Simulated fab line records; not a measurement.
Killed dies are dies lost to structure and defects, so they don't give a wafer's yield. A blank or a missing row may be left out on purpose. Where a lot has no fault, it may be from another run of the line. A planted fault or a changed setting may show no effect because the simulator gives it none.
The same fault as seen by 2 desks / flow gf180mcu / each desk has only its own numbers; what lay behind them comes last

== TOOL OWNER'S DESK, lithoTrack-01 ==
The tool's own readings at GF_MVSD_COAT_02 (resist thk 3000 nm): means of the sampled wafers that have a number, for each lot that ran on this tool. Marked OUT: a lot whose mean sits more than 4 standard deviations from the usual mean, which makes it out of limits; the brackets give that distance.
Columns: A = chillPlateTempC at GF_MVSD_COAT_02, usual 22.99 C; B = dispensePressureKPa at GF_MVSD_COAT_02, usual 52.2 kPa
lot=L654; first seen here=day 4 20:00; A=23.03; B=53.8
lot=L656; first seen here=day 5 07:57; A=23.01; B=53.8
lot=L659; first seen here=day 6 00:53; A=22.99; B=53.7
lot=L663; first seen here=day 6 22:59; A=22.92; B=53.7
lot=L672; first seen here=day 9 08:39; A=22.94; B=53.7
lot=L674; first seen here=day 9 17:12; A=22.81; B=53.7
This desk's finding: nothing out of limits on any of the 6 lots.

== AT THE METROLOGY DESK ==
Lot by lot, what the gauges showed, no matter which tool ran the lot: averages of those sampled wafers that carry a number. Marked OUT: a lot whose mean sits more than 4 standard deviations from the usual mean, which makes it out of limits; the brackets give that distance.
Columns: A = cdNm at GF_V1_CD_MEAS_14, usual 259.9 nm
lot=L651; first seen here=day 17 23:50; A=257.4
lot=L652; first seen here=day 18 11:43; A=259.0
lot=L653; first seen here=day 18 19:17; A=261.6
lot=L654; first seen here=day 19 06:31; A=260.7
lot=L656; first seen here=day 19 19:10; A=260.8
lot=L659; first seen here=day 20 23:20; A=260.0
lot=L663; first seen here=day 22 04:36; A=260.6
lot=L665; first seen here=day 23 02:58; A=260.3
lot=L666; first seen here=day 23 11:26; A=259.4
lot=L671; first seen here=day 25 04:55; A=259.7
lot=L672; first seen here=day 25 17:45; A=259.6
lot=L674; first seen here=day 26 03:45; A=259.0
lot=L673; first seen here=day 26 05:26; A=260.7
This desk's finding: nothing out of limits on any of the 13 lots.

== ALL TOGETHER ==
Nothing out of limits was seen by the tool owner's desk.
Metrology desk: nothing out of limits seen.

== WHAT THE SIMULATOR HAD PUT IN ==
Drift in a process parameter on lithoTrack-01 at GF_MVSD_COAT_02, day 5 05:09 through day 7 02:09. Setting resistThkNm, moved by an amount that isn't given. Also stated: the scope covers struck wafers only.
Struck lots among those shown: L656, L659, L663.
